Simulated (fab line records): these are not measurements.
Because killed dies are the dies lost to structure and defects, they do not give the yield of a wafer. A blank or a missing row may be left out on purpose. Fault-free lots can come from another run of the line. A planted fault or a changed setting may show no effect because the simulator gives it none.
2 desks looking at one fault :: flow gf180mcu :: what lay behind the numbers comes last; until then each desk has only its own

## AT THE METROLOGY DESK
What the gauges read for every lot (on any tool): the sampled wafers with a number, averaged. If a lot's mean is further than 4 standard deviations from the usual mean, the lot is out of limits and carries the mark OUT (the distance appears in the brackets).
Columns: A = HV_LDD_2_TW at GF_HV_LDD_TW_MEAS_23, usual 1044; B = NSD_TW at GF_NSD_TW_MEAS_12, usual 4213; C = SAB_OVL at GF_SAB_OVL_MEAS_10, usual 0.6 nm; D = CONTACT_CVD_00_THK at GF_CONTACT_THK_MEAS_01, usual 299 nm
lot: L857
first seen here: day 10 17:42
A: 1034
B: 4187
C: 0.6
D: 299

lot: L858
first seen here: day 11 03:41
A: 1058
B: 4175
C: -0.3
D: 294

lot: L859
first seen here: day 11 09:24
A: 1029
B: 4187
C: -0.3
D: 296

lot: L861
first seen here: day 11 22:04
A: 1031
B: 4198
C: -0.4
D: 306

lot: L863
first seen here: day 12 14:03
A: 1037
B: 4261
C: 1.1
D: 300

lot: L864
first seen here: day 13 01:10
A: 1065
B: 4276
C: 0.5
D: 301

lot: L865
first seen here: day 13 07:18
A: 1030
B: 4161
C: -1.0
D: 303

lot: L866
first seen here: day 13 17:24
A: 1068
B: 4164
C: 4.5
D: 300

lot: L872
first seen here: day 15 14:27
A: 1003
B: 4263
C: -0.1
D: 297

lot: L874
first seen here: day 16 04:09
A: 1003
B: 4152
C: -0.7
D: 295

lot: L877
first seen here: day 17 00:45
A: 1065
B: 4220
C: 3.3
D: 300

lot: L878
first seen here: day 17 13:09
A: 1069
B: 4193
C: -0.3
D: 297

lot: L879
first seen here: day 17 20:45
A: 1036
B: 4268
C: 2.1
D: 301

lot: L880
first seen here: day 18 07:51
A: 1034
B: 4291
C: 0.1
D: 298
Finding of this desk: none of the 14 lots has anything out of limits.

## THE TOOL OWNER'S DESK: implanter-01
The tool's own readings at GF_HV_LDD_IMPLANT_21, given as means over the sampled wafers that have a number, one for each lot that went through this tool. If a lot's mean is further than 4 standard deviations from the usual mean, the lot is out of limits and carries the mark OUT (the distance appears in the brackets).
Columns: A = doseIonsCm2 at GF_HV_LDD_IMPLANT_21, usual 5.001e+13; B = faradayCurrentUA at GF_HV_LDD_IMPLANT_21, usual 282
lot: L865
first seen here: day 13 07:03
A: 4.994e+13
B: 285

lot: L872
first seen here: day 15 14:12
A: 4.519e+13 (-94) OUT
B: 255 (-5.1) OUT

lot: L874
first seen here: day 16 03:54
A: 4.520e+13 (-94) OUT
B: 259 (-4.4) OUT
Finding of this desk: L872, L874 out of limits; the first was L872 at day 15 14:12, on doseIonsCm2 at GF_HV_LDD_IMPLANT_21. In limits: L865.

## PUT TOGETHER
An alarm could have come from the tool owner's desk at day 15 14:12, on L872, L874.
The metrology desk saw nothing out of limits.
The metrology desk holds a record of L872, L874, inside its limits.
All the named lots went through GF_HV_LDD_IMPLANT_21 on implanter-01.

## WHAT THE SIMULATOR HAD INSERTED
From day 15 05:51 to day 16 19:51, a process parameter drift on implanter-01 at GF_HV_LDD_IMPLANT_21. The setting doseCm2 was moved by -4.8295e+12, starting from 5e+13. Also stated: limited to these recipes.
Lots struck among those shown: L872, L874.
How many hours passed from the start of the fault until each desk's first out-of-limits reading: the tool owner's desk, 8.
